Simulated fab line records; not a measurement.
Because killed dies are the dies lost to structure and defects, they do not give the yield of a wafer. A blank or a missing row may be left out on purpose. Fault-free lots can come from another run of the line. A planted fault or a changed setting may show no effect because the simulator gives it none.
fab line records + flow sky130
record:
- lots: 12
- wafers: 36
- last-day: 50
route steps=708 shown NWELL@64 RES_XHIGH@360 LI_CONTACT@382 CONTACT@420
lots that met no fault: from a run of the same line without faults
start-h: the number of hours between the record's first day and the start of the first shown wafer of the lot + wait-h: hours since the lot's step before + " the same as in the row above + L1.1+2: a single row standing in for several wafers + - no value, or no start was given + * or withheld: withheld + < > ~ a bound
route shown NAME@n: NAME is a module with steps in the file, n the number in the route of the first one + usual: the fault-free wafers' mean and standard deviation + same: alike in all rows + chamber/n: place in a boat + sites: each site's reading + _std_site: standard deviation of those values + _edge_site: the outer-site mean with the inner-site mean subtracted + radius-mm: how far each site lies from the wafer's centre + mask NAME#n: copy n + behind: the tool/chamber that last shaped the wafer + hold: reason for holding the lot/hours on hold/outcome of the hold + device: whichever transistor did not switch (one of n, p or np) + end of line: at the end of the route, the tests of the same wafers + a step with no rows: only its recipe + killed: not the wafer's yield, but the dies lost to structure and defects at the first sort + map: per-die view of a wafer (x killed, . not killed, _ where there is no die)
set.NAME: the setting as run; set.NAME@STEP: as run at that earlier step + model.NAME: the simulator's own value behind a step, which no gauge read
the route's steps for a sample of lots (tables are steps, rows are wafers)
services: a tool's chamber out of use, with start hour (start-h, from the record's first day; less than 0 if before it), hours out, and reason
== steps ==
step: SKY_NWELL_IMPLANT_11
recipe:
- species: P
- energy-kev: 400
- dose-cm2: 1.9e+13
- tilt-deg: withheld
usual:
- dose-ions-cm2: 1.9e+13/2e+10
| lot.wafer | tool         | chamber | start-h | wait-h | dose-ions-cm2 |
|-----------|--------------|---------|---------|--------|---------------|
| L117.1    | implanter-02 | 0       | 86.84   | 0.0    | 1.9017e+13    |
| L117.4    | "            | 0       | "       | "      | 1.8998e+13    |
| L117.5    | "            | 0       | "       | "      | 1.9027e+13    |
| L119.1    | implanter-02 | 0       | 96.06   | 0.0    | 1.9025e+13    |
| L119.3    | "            | 0       | "       | "      | 1.8986e+13    |
| L119.6    | "            | 0       | "       | "      | 1.9016e+13    |
| L120.1    | implanter-02 | 0       | 103.86  | 0.0    | 1.8985e+13    |
| L120.2    | "            | 0       | "       | "      | 1.8983e+13    |
| L120.6    | "            | 0       | "       | "      | 1.8974e+13    |
| L122.1    | implanter-02 | 0       | 117.84  | 0.0    | 1.9022e+13    |
| L122.2    | "            | 0       | "       | "      | 1.9028e+13    |
| L122.4    | "            | 0       | "       | "      | 1.9018e+13    |
| L123.1    | implanter-03 | 0       | 122.06  | 0.0    | 1.8988e+13    |
| L123.3    | "            | 0       | "       | "      | 1.9007e+13    |
| L123.4    | "            | 0       | "       | "      | 1.8984e+13    |
| L124.1    | implanter-03 | 0       | 127.11  | 0.0    | 1.9013e+13    |
| L124.4    | "            | 0       | "       | "      | 1.9017e+13    |
| L124.6    | "            | 0       | "       | "      | 1.9009e+13    |
| L132.1    | implanter-02 | 0       | 171.52  | 0.0    | 1.8355e+13    |
| L132.3    | "            | 0       | "       | "      | 1.8376e+13    |
| L132.5    | "            | 0       | "       | "      | 1.8387e+13    |
| L134.1    | implanter-02 | 0       | 186.61  | 0.0    | 1.8362e+13    |
| L134.3    | "            | 0       | "       | "      | 1.8359e+13    |
| L134.5    | "            | 0       | "       | "      | 1.8341e+13    |
| L135.1    | implanter-01 | 0       | 189.62  | 0.0    | 1.8985e+13    |
| L135.2    | "            | 0       | "       | "      | 1.8975e+13    |
| L135.5    | "            | 0       | "       | "      | 1.8999e+13    |
| L137.3    | implanter-01 | 0       | 206.81  | 0.1    | 1.8991e+13    |
| L137.4    | "            | 0       | "       | "      | 1.8992e+13    |
| L137.5    | "            | 0       | "       | "      | 1.8993e+13    |
| L138.2    | implanter-03 | 0       | 213.77  | 0.0    | 1.899e+13     |
| L138.3    | "            | 0       | "       | "      | 1.9026e+13    |
| L138.6    | "            | 0       | "       | "      | 1.8964e+13    |
| L140.2    | implanter-01 | 0       | 224.77  | 0.0    | 1.9008e+13    |
| L140.3    | "            | 0       | "       | "      | 1.8982e+13    |
| L140.4    | "            | 0       | "       | "      | 1.9003e+13    |
step: SKY_NWELL_TW_MEAS_15
usual:
- NWELL_TW: 1814/7.2
| lot.wafer | tool          | chamber | start-h | wait-h | NWELL_TW |
|-----------|---------------|---------|---------|--------|----------|
| L117.1    | film-metro-04 | -       | 87.39   | 0.1    | 1822     |
| L117.4    | "             | -       | "       | "      | 1811     |
| L117.5    | "             | -       | "       | "      | 1818     |
| L119.1    | film-metro-02 | -       | 96.61   | 0.1    | 1821     |
| L119.3    | "             | -       | "       | "      | 1818     |
| L119.6    | "             | -       | "       | "      | 1813     |
| L120.1    | film-metro-04 | -       | 104.41  | 0.1    | 1819     |
| L120.2    | "             | -       | "       | "      | 1807     |
| L120.6    | "             | -       | "       | "      | 1808     |
| L122.1    | film-metro-04 | -       | 118.39  | 0.1    | 1816     |
| L122.2    | "             | -       | "       | "      | 1808     |
| L122.4    | "             | -       | "       | "      | 1807     |
| L123.1    | film-metro-04 | -       | 122.61  | 0.1    | 1813     |
| L123.3    | "             | -       | "       | "      | 1825     |
| L123.4    | "             | -       | "       | "      | 1819     |
| L124.1    | film-metro-03 | -       | 127.66  | 0.1    | 1817     |
| L124.4    | "             | -       | "       | "      | 1822     |
| L124.6    | "             | -       | "       | "      | 1822     |
| L132.1    | film-metro-04 | -       | 172.07  | 0.1    | 1787     |
| L132.3    | "             | -       | "       | "      | 1793     |
| L132.5    | "             | -       | "       | "      | 1787     |
| L134.1    | film-metro-02 | -       | 187.16  | 0.1    | 1804     |
| L134.3    | "             | -       | "       | "      | 1795     |
| L134.5    | "             | -       | "       | "      | 1791     |
| L135.1    | film-metro-04 | -       | 190.17  | 0.1    | 1804     |
| L135.2    | "             | -       | "       | "      | 1809     |
| L135.5    | "             | -       | "       | "      | 1804     |
| L137.3    | film-metro-04 | -       | 207.33  | 0.1    | 1822     |
| L137.4    | "             | -       | "       | "      | 1810     |
| L137.5    | "             | -       | "       | "      | 1820     |
| L138.2    | film-metro-04 | -       | 214.30  | 0.1    | 1817     |
| L138.3    | "             | -       | "       | "      | 1823     |
| L138.6    | "             | -       | "       | "      | 1819     |
| L140.2    | film-metro-03 | -       | 225.30  | 0.1    | 1825     |
| L140.3    | "             | -       | "       | "      | 1819     |
| L140.4    | "             | -       | "       | "      | 1815     |
step: SKY_NWELL_RS_MEAS_29
recipe:
- thk-meas-gauge: four-point-probe
usual:
- NWELL_RS: 625.2/1.6
| lot.wafer | tool          | chamber | start-h | wait-h | NWELL_RS[ohm/sq] |
|-----------|---------------|---------|---------|--------|------------------|
| L117.1    | film-metro-04 | -       | 105.16  | 0.1    | 622.6            |
| L117.4    | "             | -       | "       | "      | 623.6            |
| L117.5    | "             | -       | "       | "      | 622.8            |
| L119.1    | film-metro-02 | -       | 115.52  | 0.1    | 627.6            |
| L119.3    | "             | -       | "       | "      | 624.4            |
| L119.6    | "             | -       | "       | "      | 626.5            |
| L120.1    | film-metro-02 | -       | 122.87  | 0.1    | 626.4            |
| L120.2    | "             | -       | "       | "      | 627.8            |
| L120.6    | "             | -       | "       | "      | 629.4            |
| L122.1    | film-metro-03 | -       | 138.17  | 0.1    | 627.0            |
| L122.2    | "             | -       | "       | "      | 625.1            |
| L122.4    | "             | -       | "       | "      | 624.1            |
| L123.1    | film-metro-04 | -       | 141.88  | 0.1    | 627.1            |
| L123.3    | "             | -       | "       | "      | 626.1            |
| L123.4    | "             | -       | "       | "      | 627.7            |
| L124.1    | film-metro-04 | -       | 147.87  | 0.1    | 622.4            |
| L124.4    | "             | -       | "       | "      | 623.4            |
| L124.6    | "             | -       | "       | "      | 622.3            |
| L132.1    | film-metro-03 | -       | 192.63  | 0.1    | 636.6            |
| L132.3    | "             | -       | "       | "      | 636.3            |
| L132.5    | "             | -       | "       | "      | 638.3            |
| L134.1    | film-metro-03 | -       | 209.23  | 0.1    | 636.4            |
| L134.3    | "             | -       | "       | "      | 636.3            |
| L134.5    | "             | -       | "       | "      | 637.0            |
| L135.1    | film-metro-02 | -       | 212.05  | 0.1    | 628.5            |
| L135.2    | "             | -       | "       | "      | 627.9            |
| L135.5    | "             | -       | "       | "      | 626.6            |
| L137.3    | film-metro-02 | -       | 229.80  | 0.1    | 625.0            |
| L137.4    | "             | -       | "       | "      | 626.4            |
| L137.5    | "             | -       | "       | "      | 624.9            |
| L138.2    | film-metro-02 | -       | 237.87  | 0.2    | 624.7            |
| L138.3    | "             | -       | "       | "      | 625.3            |
| L138.6    | "             | -       | "       | "      | 624.7            |
| L140.2    | film-metro-04 | -       | 249.17  | 0.1    | 625.8            |
| L140.3    | "             | -       | "       | "      | 623.5            |
| L140.4    | "             | -       | "       | "      | 625.1            |
step: SKY_SD_N_RS_MEAS_18
recipe:
- thk-meas-gauge: four-point-probe
usual:
- RES_XHIGH_RS: 333.4/1.3
| lot.wafer | tool          | chamber | start-h | wait-h | RES_XHIGH_RS[ohm/sq] |
|-----------|---------------|---------|---------|--------|----------------------|
| L117.1    | film-metro-01 | -       | 641.99  | 0.1    | 334.0                |
| L117.4    | "             | -       | "       | "      | 334.4                |
| L117.5    | "             | -       | "       | "      | 334.9                |
| L119.1    | film-metro-01 | -       | 665.32  | 0.1    | 332.1                |
| L119.3    | "             | -       | "       | "      | 332.6                |
| L119.6    | "             | -       | "       | "      | 332.2                |
| L122.1    | film-metro-03 | -       | 691.20  | 0.1    | 333.6                |
| L122.2    | "             | -       | "       | "      | 333.5                |
| L122.4    | "             | -       | "       | "      | 333.9                |
| L120.1    | film-metro-04 | -       | 693.35  | 0.1    | 334.2                |
| L120.2    | "             | -       | "       | "      | 334.5                |
| L120.6    | "             | -       | "       | "      | 333.5                |
| L123.1    | film-metro-04 | -       | 703.96  | 0.1    | 333.7                |
| L123.3    | "             | -       | "       | "      | 334.2                |
| L123.4    | "             | -       | "       | "      | 334.5                |
| L124.1    | film-metro-03 | -       | 708.75  | 0.1    | 334.9                |
| L124.4    | "             | -       | "       | "      | 335.2                |
| L124.6    | "             | -       | "       | "      | 335.3                |
| L132.1    | film-metro-04 | -       | 770.07  | 0.1    | 331.2                |
| L132.3    | "             | -       | "       | "      | 332.5                |
| L132.5    | "             | -       | "       | "      | 330.8                |
| L135.1    | film-metro-01 | -       | 786.79  | 0.1    | 330.2                |
| L135.2    | "             | -       | "       | "      | 330.9                |
| L135.5    | "             | -       | "       | "      | 331.1                |
| L134.1    | film-metro-04 | -       | 787.20  | 0.1    | 333.7                |
| L134.3    | "             | -       | "       | "      | 334.0                |
| L134.5    | "             | -       | "       | "      | 333.1                |
| L137.3    | film-metro-03 | -       | 810.39  | 0.1    | 333.7                |
| L137.4    | "             | -       | "       | "      | 333.6                |
| L137.5    | "             | -       | "       | "      | 333.8                |
| L138.2    | film-metro-01 | -       | 820.01  | 0.1    | 333.5                |
| L138.3    | "             | -       | "       | "      | 332.1                |
| L138.6    | "             | -       | "       | "      | 332.9                |
| L140.2    | film-metro-04 | -       | 834.83  | 0.1    | 336.6                |
| L140.3    | "             | -       | "       | "      | 335.2                |
| L140.4    | "             | -       | "       | "      | 334.4                |
step: SKY_LI_CONTACT_SPUTTER_20
recipe:
- material: TiN
- target-thk-nm: 20
- chamber-pressure-pa: 5
- power-w: 4000
- time-s: 80
usual:
- throttle-valve-pct: 30.2/0.98
| lot.wafer | tool           | chamber | start-h | wait-h | throttle-valve-pct |
|-----------|----------------|---------|---------|--------|--------------------|
| L117.1    | pvd-sputter-03 | -       | 671.78  | 0.0    | 29.8               |
| L117.4    | "              | -       | "       | "      | 30.6               |
| L117.5    | "              | -       | "       | "      | 29.9               |
| L119.1    | pvd-sputter-02 | -       | 695.59  | 0.0    | 30.3               |
| L119.3    | "              | -       | "       | "      | 31.3               |
| L119.6    | "              | -       | "       | "      | 31.9               |
| L122.1    | pvd-sputter-04 | -       | 719.90  | 0.0    | 29.8               |
| L122.2    | "              | -       | "       | "      | 29.8               |
| L122.4    | "              | -       | "       | "      | 29.9               |
| L120.1    | pvd-sputter-03 | -       | 722.33  | 0.0    | 30.2               |
| L120.2    | "              | -       | "       | "      | 29.8               |
| L120.6    | "              | -       | "       | "      | 30.2               |
| L123.1    | pvd-sputter-02 | -       | 732.89  | 0.0    | 31.0               |
| L123.3    | "              | -       | "       | "      | 29.9               |
| L123.4    | "              | -       | "       | "      | 31.3               |
| L124.1    | pvd-sputter-02 | -       | 737.54  | 0.0    | 31.8               |
| L124.4    | "              | -       | "       | "      | 31.4               |
| L124.6    | "              | -       | "       | "      | 31.8               |
| L132.1    | pvd-sputter-03 | -       | 797.76  | 0.0    | 29.8               |
| L132.3    | "              | -       | "       | "      | 30.5               |
| L132.5    | "              | -       | "       | "      | 29.7               |
| L135.1    | pvd-sputter-03 | -       | 814.51  | 0.0    | 29.9               |
| L135.2    | "              | -       | "       | "      | 30.5               |
| L135.5    | "              | -       | "       | "      | 30.0               |
| L134.1    | pvd-sputter-04 | -       | 815.44  | 0.0    | 29.8               |
| L134.3    | "              | -       | "       | "      | 29.6               |
| L134.5    | "              | -       | "       | "      | 29.5               |
| L137.3    | pvd-sputter-04 | -       | 837.06  | 0.0    | 27.9               |
| L137.4    | "              | -       | "       | "      | 29.9               |
| L137.5    | "              | -       | "       | "      | 29.9               |
| L138.2    | pvd-sputter-02 | -       | 847.93  | 0.0    | 30.4               |
| L138.3    | "              | -       | "       | "      | 31.8               |
| L138.6    | "              | -       | "       | "      | 31.0               |
| L140.2    | pvd-sputter-03 | -       | 862.19  | 0.0    | 29.9               |
| L140.3    | "              | -       | "       | "      | 30.1               |
| L140.4    | "              | -       | "       | "      | 29.9               |
step: SKY_CONTACT_CD_MEAS_14
recipe:
- target-cd-nm: 170
usual:
- cd-nm: 170.5/1.6
| lot.wafer | tool      | chamber | start-h | wait-h | cd-nm |
|-----------|-----------|---------|---------|--------|-------|
| L117.1    | cd-sem-01 | -       | 730.28  | -      | 170.4 |
| L117.4    | "         | -       | "       | "      | 170.4 |
| L117.5    | "         | -       | "       | "      | 170.6 |
| L119.1    | cd-sem-01 | -       | 753.17  | -      | 173.8 |
| L119.3    | "         | -       | "       | "      | 172.4 |
| L119.6    | "         | -       | "       | "      | 171.9 |
| L122.1    | cd-sem-02 | -       | 776.48  | -      | 169.0 |
| L122.2    | "         | -       | "       | "      | 168.8 |
| L122.4    | "         | -       | "       | "      | 169.8 |
| L120.1    | cd-sem-02 | -       | 778.92  | -      | 172.3 |
| L120.2    | "         | -       | "       | "      | 172.0 |
| L120.6    | "         | -       | "       | "      | 172.5 |
| L123.1    | cd-sem-02 | -       | 789.37  | -      | 170.8 |
| L123.3    | "         | -       | "       | "      | 173.4 |
| L123.4    | "         | -       | "       | "      | 170.0 |
| L124.1    | cd-sem-02 | -       | 794.08  | -      | 171.8 |
| L124.4    | "         | -       | "       | "      | 169.5 |
| L124.6    | "         | -       | "       | "      | 171.0 |
| L132.1    | cd-sem-02 | -       | 852.43  | -      | 169.6 |
| L132.3    | "         | -       | "       | "      | 169.3 |
| L132.5    | "         | -       | "       | "      | 169.1 |
| L135.1    | cd-sem-01 | -       | 868.42  | -      | 171.1 |
| L135.2    | "         | -       | "       | "      | 171.8 |
| L135.5    | "         | -       | "       | "      | 170.9 |
| L134.1    | cd-sem-01 | -       | 869.48  | -      | 168.4 |
| L134.3    | "         | -       | "       | "      | 169.1 |
| L134.5    | "         | -       | "       | "      | 168.6 |
| L137.3    | cd-sem-01 | -       | 891.62  | -      | 170.3 |
| L137.4    | "         | -       | "       | "      | 169.7 |
| L137.5    | "         | -       | "       | "      | 168.7 |
| L138.2    | cd-sem-01 | -       | 901.84  | -      | 170.1 |
| L138.3    | "         | -       | "       | "      | 170.4 |
| L138.6    | "         | -       | "       | "      | 170.3 |
| L140.2    | cd-sem-01 | -       | 916.19  | -      | 169.3 |
| L140.3    | "         | -       | "       | "      | 170.1 |
| L140.4    | "         | -       | "       | "      | 170.7 |
== services ==
| tool           | chamber | start-h | hours | kind   |
|----------------|---------|---------|-------|--------|
| implanter-02   | -       | 67.74   | 2.8   | repair |
| implanter-02   | -       | 76.12   | 6.5   | repair |
| pvd-sputter-02 | -       | 138.15  | 1.0   | repair |
| pvd-sputter-02 | -       | 218.12  | 1.8   | repair |
| implanter-02   | -       | 278.21  | 3.9   | pm     |
| implanter-02   | -       | 304.20  | 1.7   | repair |
| pvd-sputter-03 | -       | 307.66  | 3.3   | repair |
| pvd-sputter-02 | -       | 367.10  | 3.4   | repair |
| implanter-02   | -       | 375.53  | 1.9   | repair |
| pvd-sputter-03 | -       | 407.21  | 0.8   | repair |
| pvd-sputter-02 | -       | 426.96  | 8.9   | repair |
| pvd-sputter-02 | -       | 427.37  | 2.6   | repair |
| implanter-02   | -       | 454.99  | 6.1   | repair |
| pvd-sputter-02 | -       | 460.98  | 26.9  | repair |
| implanter-02   | -       | 472.65  | 4.0   | pm     |
| implanter-02   | -       | 481.34  | 1.2   | repair |
| pvd-sputter-03 | -       | 482.28  | 14.7  | repair |
| implanter-02   | -       | 530.72  | 2.5   | repair |
| implanter-02   | -       | 551.21  | 5.7   | pm     |
| pvd-sputter-03 | -       | 608.74  | 1.7   | repair |
| pvd-sputter-03 | -       | 656.71  | 2.8   | repair |
| implanter-02   | -       | 766.89  | 3.9   | pm     |
| pvd-sputter-03 | -       | 798.98  | 1.0   | repair |
| implanter-02   | -       | 857.11  | 27.5  | pm     |
== key ==
first-sign:
- step: SKY_NWELL_IMPLANT_11
- reading: dose-ions-cm2
- direction: down
- sigmas: 32
- usual: *
- struck: *
effect:
- step: SKY_NWELL_TW_MEAS_15
- reading: NWELL_TW
- direction: down
- sigmas: 2.9
- usual: 1814
- struck: 1793
effect:
- step: SKY_NWELL_RS_MEAS_29
- reading: NWELL_RS
- direction: up
- sigmas: 7.4
- usual: 625.2
- struck: 636.8
met-at SKY_NWELL_IMPLANT_11
struck-lots L132,L134
tester-left-out L132,L134
not-acting-at SKY_SD_N_RS_MEAS_18,SKY_LI_CONTACT_SPUTTER_20,SKY_CONTACT_CD_MEAS_14
onset-between 117.84 171.52
fault:
- kind: process-parameter-drift
- tool: implanter-02
- chamber: -
- onset-h: 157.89
- steps: SKY_NWELL_IMPLANT_11
- channel: dose-cm2
- offset: *
- shape: step
- end-h: 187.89
- acts-in: *
- stated: *
tester-left-out: of these lots the tester's yield and bins aren't shown, on N5 and GAA mostly nor the transistor test; their killed dies are dies lost to structure and defects alone, not to doping, threshold or leakage, so they don't give the yield
